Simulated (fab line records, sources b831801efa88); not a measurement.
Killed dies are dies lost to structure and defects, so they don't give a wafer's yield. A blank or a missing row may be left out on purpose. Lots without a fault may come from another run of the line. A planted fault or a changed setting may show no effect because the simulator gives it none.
Which tool did it? | flow gf180mcu | 14 lots, 42 wafers sampled, at 5 steps of a route of 602

WHAT THE GAUGES READ, wafer by wafer
GF_VT_IMPLANT_TW_MEAS_43. Usual: VT_IMPLANT_4_TW 694, standard deviation 3.5.
lot  | measured     | on            | VT_IMPLANT_4_TW | flag
L974 | day 7 21:57  | film_metro-02 | 698 693 702     |
L975 | day 8 02:02  | film_metro-02 | 699 696 697     |
L976 | day 8 06:05  | film_metro-01 | 694 693 697     |
L978 | day 8 22:10  | film_metro-01 | 693 694 695     |
L979 | day 9 03:56  | film_metro-01 | 689 691 691     |
L980 | day 9 08:46  | film_metro-01 | 690 693 690     |
L981 | day 9 16:05  | film_metro-01 | 688 691 694     |
L982 | day 10 01:38 | film_metro-01 | 693 696 694     |
L983 | day 10 09:17 | film_metro-02 | 699 700 702     |
L984 | day 10 15:50 | film_metro-01 | 696 692 693     |
L989 | day 12 04:11 | film_metro-04 | 690 691 627     | OFF
L991 | day 12 22:41 | film_metro-04 | 688 692 624     | OFF
L994 | day 13 13:37 | film_metro-02 | 692 691 692     |
L996 | day 13 23:35 | film_metro-01 | 697 695 698     |

GF_POLY_GATE_THK_MEAS_01. Usual: POLY_GATE_CVD_00_THK 199.8 nm, standard deviation 1.9.
lot  | measured     | on            | POLY_GATE_CVD_00_THK (nm) | flag
L974 | day 8 20:06  | film_metro-04 | 199.9 197.8 197.4         |
L975 | day 9 00:11  | film_metro-04 | 200.5 201.8 202.2         |
L976 | day 9 05:05  | film_metro-03 | 199.4 200.0 199.8         |
L978 | day 9 22:38  | film_metro-04 | 198.0 197.5 198.0         |
L979 | day 10 02:40 | film_metro-03 | 201.0 199.5 201.4         |
L980 | day 10 08:24 | film_metro-01 | 202.5 202.1 202.3         |
L981 | day 10 15:17 | film_metro-01 | 198.3 198.6 196.4         |
L982 | day 11 02:00 | film_metro-01 | 200.0 200.7 198.9         |
L983 | day 11 09:25 | film_metro-04 | 197.2 196.8 196.7         |
L984 | day 11 15:39 | film_metro-01 | 202.3 203.1 204.0         |
L989 | day 13 06:09 | film_metro-01 | 202.8 201.8 200.9         |
L991 | day 14 01:12 | film_metro-03 | 200.5 201.2 200.4         |
L994 | day 14 18:44 | film_metro-04 | 202.1 200.6 201.2         |
L996 | day 15 03:30 | film_metro-01 | 201.2 201.7 202.2         |

GF_POLY_GATE_CD_MEAS_10: target cd 280 nm. Usual: cd_nm 280.2 nm, standard deviation 1.4.
lot  | measured     | on        | cd_nm (nm)        | flag
L974 | day 9 13:13  | cd_sem-01 | 280.6 280.2 280.8 |
L975 | day 9 17:31  | cd_sem-02 | 279.1 278.5 278.8 |
L976 | day 9 21:44  | cd_sem-02 | 279.8 280.5 280.0 |
L978 | day 10 16:59 | cd_sem-02 | 281.7 282.6 282.7 |
L979 | day 10 20:49 | cd_sem-02 | 278.8 278.6 278.8 |
L980 | day 11 02:59 | cd_sem-01 | 280.3 280.2 280.6 |
L981 | day 11 10:02 | cd_sem-01 | 282.1 281.4 281.7 |
L982 | day 11 20:50 | cd_sem-01 | 281.0 281.4 280.6 |
L983 | day 12 04:37 | cd_sem-01 | 277.6 279.6 278.7 |
L984 | day 12 10:51 | cd_sem-01 | 277.9 277.7 279.2 |
L989 | day 14 02:37 | cd_sem-01 | 277.6 279.6 279.0 |
L991 | day 14 21:50 | cd_sem-02 | 279.7 279.6 279.0 |
L994 | day 15 15:51 | cd_sem-02 | 281.7 281.9 280.1 |
L996 | day 16 01:28 | cd_sem-02 | 280.7 279.9 280.7 |

WHICH TOOL RAN EACH LOT (tool, then ch and the chambers of the sampled wafers, then the start)
lot  | GF_VT_IMPLANT_IMPLANT_41        | GF_DUAL_GATE_STRIP_13
L974 | implanter-04 ch 0, day 7 21:43  | plasma_asher-01 ch 0,1, day 8 16:53
L975 | implanter-03 ch 0, day 8 01:47  | plasma_asher-01 ch 1, day 8 21:08
L976 | implanter-03 ch 0, day 8 05:50  | plasma_asher-01 ch 0,1, day 9 01:16
L978 | implanter-04 ch 0, day 8 21:55  | plasma_asher-02 ch 0,1, day 9 18:04
L979 | implanter-04 ch 0, day 9 03:41  | plasma_asher-01 ch 0,1, day 9 23:37
L980 | implanter-03 ch 0, day 9 08:31  | plasma_asher-04 ch 0,1, day 10 04:55
L981 | implanter-04 ch 0, day 9 15:50  | plasma_asher-02 ch 0,1, day 10 12:14
L982 | implanter-01 ch 0, day 10 01:25 | plasma_asher-04 ch 0,1, day 10 21:15
L983 | implanter-03 ch 0, day 10 09:03 | plasma_asher-02 ch 0, day 11 05:43
L984 | implanter-01 ch 0, day 10 15:35 | plasma_asher-04 ch 0,1, day 11 11:56
L989 | implanter-04 ch 0, day 12 03:57 | plasma_asher-01 ch 0,1, day 13 03:06
L991 | implanter-04 ch 0, day 12 22:27 | plasma_asher-02 ch 0,1, day 13 22:07
L994 | implanter-01 ch 0, day 13 13:24 | plasma_asher-04 ch 0,1, day 14 14:07
L996 | implanter-03 ch 0, day 13 23:20 | plasma_asher-02 ch 0,1, day 15 00:11
- GF_VT_IMPLANT_IMPLANT_41
- GF_DUAL_GATE_STRIP_13: strips in O2/N2.

WHAT THE TOOLS THEMSELVES READ (means of the sampled wafers that have a number; where no wafer has one, the mark that the record gives instead)
GF_DUAL_GATE_STRIP_13. Usual: drypump_motor_current_A 5.7 A, standard deviation 0.58; heater_power_w 339 W, standard deviation 25; oes_product_au 0.716 a.u., standard deviation 0.0046; strip_time_to_endpoint_s 12.64 s, standard deviation 0.033.
lot  | tool            | drypump_motor_current_A (A) | heater_power_w (W) | oes_product_au (a.u.) | strip_time_to_endpoint_s (s) | flag
L974 | plasma_asher-01 | 5.2                         | 353                | 0.712                 | 12.60                        |
L975 | plasma_asher-01 | 5.8                         | 331                | 0.716                 | 12.62                        |
L976 | plasma_asher-01 | 5.2                         | 355                | 0.718                 | 12.64                        |
L978 | plasma_asher-02 | 6.1                         | 341                | 0.716                 | 12.67                        |
L979 | plasma_asher-01 | 5.5                         | 341                | 0.718                 | 12.63                        |
L980 | plasma_asher-04 | 5.8                         | 336                | 0.718                 | 12.61                        |
L981 | plasma_asher-02 | 6.1                         | 346                | 0.720                 | 12.62                        |
L982 | plasma_asher-04 | 5.8                         | 339                | 0.718                 | 12.69                        |
L983 | plasma_asher-02 | 6.2                         | 357                | 0.712                 | 12.64                        |
L984 | plasma_asher-04 | 6.3                         | 311                | 0.716                 | 12.63                        |
L989 | plasma_asher-01 | 5.5                         | 348                | 0.718                 | 12.64                        |
L991 | plasma_asher-02 | 6.0                         | 330                | 0.718                 | 12.64                        |
L994 | plasma_asher-04 | 6.3                         | 312                | 0.712                 | 12.68                        |
L996 | plasma_asher-02 | 6.1                         | 338                | 0.714                 | 12.58                        |

THE ANSWER, worked out from the rows above alone
Rule: a lot is off if the mean of its wafers that have a number lies more than 3 standard deviations from the usual mean. A lot without any number at a reading at which 4 lots or more have one is off too. The other lots that the step has rows for count as sound. The gauges are gone through in route order, then the tools' own readings, and for those a lot's mean is taken as printed above. The first step at which some lot is off is used, and at that step the reading that is off furthest; a lot without a number counts as furthest.
Off: L989, L991, at GF_VT_IMPLANT_TW_MEAS_43 (VT_IMPLANT_4_TW).
A tool fits if, at a process step before that reading, it ran every lot that is off, and no sound lot after the first of them. The gauges at GF_VT_IMPLANT_TW_MEAS_43 are tried like those tools. Can't be told from this: 2 tools fit, implanter-04 at GF_VT_IMPLANT_IMPLANT_41, film_metro-04 at GF_VT_IMPLANT_TW_MEAS_43.

WHAT THE SIMULATOR HAD PUT IN
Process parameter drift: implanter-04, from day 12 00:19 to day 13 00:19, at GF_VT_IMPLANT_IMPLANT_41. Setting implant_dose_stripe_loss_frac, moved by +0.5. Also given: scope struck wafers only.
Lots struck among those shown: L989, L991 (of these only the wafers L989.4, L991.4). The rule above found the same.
